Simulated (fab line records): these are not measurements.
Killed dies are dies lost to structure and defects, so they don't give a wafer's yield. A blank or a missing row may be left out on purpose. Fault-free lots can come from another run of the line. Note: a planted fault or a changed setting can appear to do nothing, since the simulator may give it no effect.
Which of the tools did it? + flow gf180mcu + 11 lots, 33 wafers sampled, at 3 steps of a route of 602

## WHAT EACH GAUGE READ, for each wafer
GF_V4_THK_MEAS_01.
| lot  | measured     | on            | V4_CVD_00_THK (nm) |
|------|--------------|---------------|--------------------|
| L226 | day 23 20:43 | film_metro-01 | 602 599 603        |
| L228 | day 24 08:37 | film_metro-01 | 606 611 612        |
| L229 | day 24 20:09 | film_metro-01 | 1217 1203 1205     |
| L230 | day 25 07:11 | film_metro-04 | 1220 1201 1195     |
| L234 | day 26 13:24 | film_metro-04 | 598 602 605        |
| L240 | day 28 14:37 | film_metro-01 | 602 597 598        |
| L243 | day 29 03:25 | film_metro-01 | 602 597 598        |
| L245 | day 29 18:58 | film_metro-01 | 600 605 607        |
| L246 | day 30 01:05 | film_metro-01 | 599 608 594        |
| L247 | day 30 03:56 | film_metro-04 | 600 603 595        |
| L248 | day 30 10:08 | film_metro-04 | 610 614 605        |

## EACH LOT AND THE TOOL THAT RAN IT (in order: tool; ch and the chambers of the sampled wafers; start)
| lot  | GF_V3_ETCH_16                      | GF_V4_CVD_00                     |
|------|------------------------------------|----------------------------------|
| L226 | rie_diel-04 ch 0,1,3, day 22 21:59 | hdpcvd-02 ch 0,1,2, day 23 20:37 |
| L228 | rie_diel-03 ch 0,1,3, day 23 08:28 | hdpcvd-01 ch 0,1,2, day 24 08:32 |
| L229 | rie_diel-01 ch 1,2, day 23 19:01   | hdpcvd-01 ch 0,1,2, day 24 19:49 |
| L230 | rie_diel-01 ch 0,1,2, day 24 06:29 | hdpcvd-01 ch 0,2, day 25 06:53   |
| L234 | rie_diel-03 ch 0,1,2, day 25 14:08 | hdpcvd-01 ch 0,1, day 26 13:19   |
| L240 | rie_diel-01 ch 1,3, day 27 16:53   | hdpcvd-01 ch 1,2, day 28 14:32   |
| L243 | rie_diel-01 ch 0,2,3, day 28 05:10 | hdpcvd-02 ch 1,2, day 29 03:21   |
| L245 | rie_diel-01 ch 1,2,3, day 28 21:55 | hdpcvd-02 ch 0,1,2, day 29 18:54 |
| L246 | rie_diel-04 ch 0,2, day 29 03:38   | hdpcvd-02 ch 0,1,2, day 30 01:01 |
| L247 | rie_diel-04 ch 0,1,2, day 29 07:01 | hdpcvd-02 ch 1,2, day 30 03:51   |
| L248 | rie_diel-04 ch 0,2,3, day 29 13:17 | hdpcvd-02 ch 0,1,2, day 30 10:03 |
- GF_V3_ETCH_16: etches BARC in N2/H2.
- GF_V4_CVD_00: deposits SiO2, target thk 600 nm, time 100 s.

## THE ANSWER, worked out from the rows above alone
Rule: the lots themselves supply what counts as usual. The widest of any qualifying gaps counts: lots, ordered by their means at a reading, are off when they make up no more than a third of the lots, leave a main group of 4 or more, and stand apart from it by 3 or more times the standard deviation of that group's means. The tables above print the reading to a certain number of digits; a main group whose means all agree to those digits is not used. Also off: a lot with no number at a reading for which 4 or more lots have one. The other lots that the step has rows for count as sound.
Off: L229, L230, at GF_V4_THK_MEAS_01 (V4_CVD_00_THK). For the main group the mean is 603 nm and the standard deviation 4.
If a tool, at a process step before that reading, ran all the lots that are off and no sound lot after the first of them, it fits. The gauges at GF_V4_THK_MEAS_01 are tried like those tools. Of those tried, none fits.

## WHAT THE SIMULATOR HAD INSERTED
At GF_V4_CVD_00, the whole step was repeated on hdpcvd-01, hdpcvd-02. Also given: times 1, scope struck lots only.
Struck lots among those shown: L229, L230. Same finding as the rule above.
